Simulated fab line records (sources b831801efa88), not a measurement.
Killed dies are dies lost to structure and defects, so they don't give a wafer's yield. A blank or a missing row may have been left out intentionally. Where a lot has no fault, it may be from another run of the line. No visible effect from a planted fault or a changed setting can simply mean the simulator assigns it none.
Matching of chambers    flow gf180mcu    4 sister chambers for GF_V4_CMP_26 on cmp-02
The step polishes, stops on SiO2, t overpolish 15 s, target thk 0 nm. 4 wafers are shown with their chamber, then 12 later ones without.

EACH WAFER AND ITS CHAMBER
wafer   chamber  motorCurrentA (A)
L089.2  1        10.9
L092.1  2        12.8
L092.3  0        10.8
L092.4  3        11.2

WAFERS WITHOUT THEIR CHAMBER
wafer   motorCurrentA (A)
L093.2  11.0
L093.3  13.0
L093.4  11.1
L094.1  11.1
L094.2  11.4
L094.5  11.8
L095.2  10.7
L095.3  12.6
L095.6  11.4
L096.1  10.7
L096.4  10.9
L096.6  13.1

WHICH CHAMBER EACH WENT THROUGH
wafer   from the rows above                in truth
L093.2  can't be placed: 1 or 0 or 3       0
L093.3  2                                  2
L093.4  can't be placed: 3 or 1 or 0       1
L094.1  can't be placed: 3 or 1 or 0       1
L094.2  can't be placed: 3 or 1 or 0       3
L094.5  can't be placed: 3 or 1 or 0 or 2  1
L095.2  can't be placed: 0 or 1 or 3       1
L095.3  2                                  2
L095.6  can't be placed: 3 or 1 or 0       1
L096.1  can't be placed: 0 or 1 or 3       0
L096.4  can't be placed: 1 or 0 or 3       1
L096.6  2                                  2
Placed correctly: 3 of 12. Not placeable from these rows: 9 (in 9, the candidates include the true chamber). Number placed wrongly: 0.
How it was worked out, from the rows above alone: a wafer's distance from a chamber is the root of the sum, over the readings, of the square of ((its reading less the chamber's mean) divided by the reading's scatter). If the next closest chamber is less than 2 further off than the closest, the wafer can't be placed; otherwise it belongs to the closest. For every chamber, the mean is computed from those of its wafers that are shown. The scatter: root of mean squared gap, hidden wafer to nearest shown wafer, with one shown wafer a chamber.
